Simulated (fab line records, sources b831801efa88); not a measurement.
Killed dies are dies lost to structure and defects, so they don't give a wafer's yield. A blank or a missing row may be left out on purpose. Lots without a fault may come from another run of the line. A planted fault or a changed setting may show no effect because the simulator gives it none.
Which tool did it? | flow sfq_line | 14 lots, 42 wafers sampled, at 1 step of a route of 325

WHAT THE GAUGES READ, wafer by wafer
The record holds no reading of a measuring or inspecting step that can be judged against a usual standard deviation.

WHICH TOOL RAN EACH LOT (tool, then ch and the chambers of the sampled wafers, then the start)
lot  | SFQ_TRILAYER_I1_DEP_PECVD_045
L504 | pecvd-04 ch 0,1, day 10 16:07
L505 | pecvd-03 ch 1,2, day 11 01:53
L506 | pecvd-04 ch 0,1,2, day 11 10:07
L507 | pecvd-03 ch 0,1, day 11 17:19
L508 | pecvd-03 ch 0,2, day 11 22:07
L509 | pecvd-04 ch 0,1,2, day 12 02:55
L511 | pecvd-04 ch 0,1, day 12 18:32
L512 | pecvd-01 ch 0,2, day 12 23:19
L518 | pecvd-04 ch 0,1, day 15 05:37
L519 | pecvd-04 ch 0,1, day 15 23:11
L520 | pecvd-01 ch 0,1,2, day 16 11:11
L525 | pecvd-03 ch 1,2, day 17 23:44
L526 | pecvd-04 ch 0,2, day 18 12:56
L527 | pecvd-04 ch 0,2, day 18 16:32
- SFQ_TRILAYER_I1_DEP_PECVD_045: deposits SiO2 from SiH4/N2O, time 111.11 s, target thk 500 nm.

WHAT THE TOOLS THEMSELVES READ (means of the sampled wafers that have a number; where no wafer has one, the mark that the record gives instead)
SFQ_TRILAYER_I1_DEP_PECVD_045. Usual: heater_power_w 82 W, standard deviation 18; rf_fwd_power_W 182.0 W, standard deviation 0.63; showerhead_vpp_V 829 V, standard deviation 25; throttle_valve_pct 24.7 %, standard deviation 0.67.
lot  | tool     | heater_power_w (W) | rf_fwd_power_W (W) | showerhead_vpp_V (V) | throttle_valve_pct (%) | flag
L504 | pecvd-04 | 82                 | 181.3              | 837                  | 24.2                   |
L505 | pecvd-03 | 98                 | 182.0              | 803                  | 25.8                   |
L506 | pecvd-04 | 75                 | 181.4              | 827                  | 24.0                   |
L507 | pecvd-03 | 105                | 182.1              | 828                  | 25.3                   |
L508 | pecvd-03 | 100                | 182.1              | 836                  | 25.2                   |
L509 | pecvd-04 | 76                 | 182.0              | 834                  | 24.3                   |
L511 | pecvd-04 | 85                 | 182.3              | 834                  | 23.9                   |
L512 | pecvd-01 | 67                 | 181.8              | 880                  | 25.0                   |
L518 | pecvd-04 | 97                 | 152.1              | 763                  | 24.6                   | OFF
L519 | pecvd-04 | 100                | 152.7              | 760                  | 24.4                   | OFF
L520 | pecvd-01 | 68                 | 182.2              | 832                  | 24.8                   |
L525 | pecvd-03 | 93                 | 182.3              | 827                  | 26.0                   |
L526 | pecvd-04 | 71                 | 182.3              | 828                  | 24.0                   |
L527 | pecvd-04 | 70                 | 182.5              | 826                  | 24.3                   |

THE ANSWER, worked out from the rows above alone
Rule: a lot is off if the mean of its wafers that have a number lies more than 3 standard deviations from the usual mean. A lot without any number at a reading at which 4 lots or more have one is off too. The other lots that the step has rows for count as sound. The gauges are gone through in route order, then the tools' own readings, and for those a lot's mean is taken as printed above. The first step at which some lot is off is used, and at that step the reading that is off furthest; a lot without a number counts as furthest.
Off: L518, L519, at SFQ_TRILAYER_I1_DEP_PECVD_045 (rf_fwd_power_W).
A tool fits if, at that step or a process step before it, it ran every lot that is off, and no sound lot after the first of them. None of those tried fits.

WHAT THE SIMULATOR HAD PUT IN
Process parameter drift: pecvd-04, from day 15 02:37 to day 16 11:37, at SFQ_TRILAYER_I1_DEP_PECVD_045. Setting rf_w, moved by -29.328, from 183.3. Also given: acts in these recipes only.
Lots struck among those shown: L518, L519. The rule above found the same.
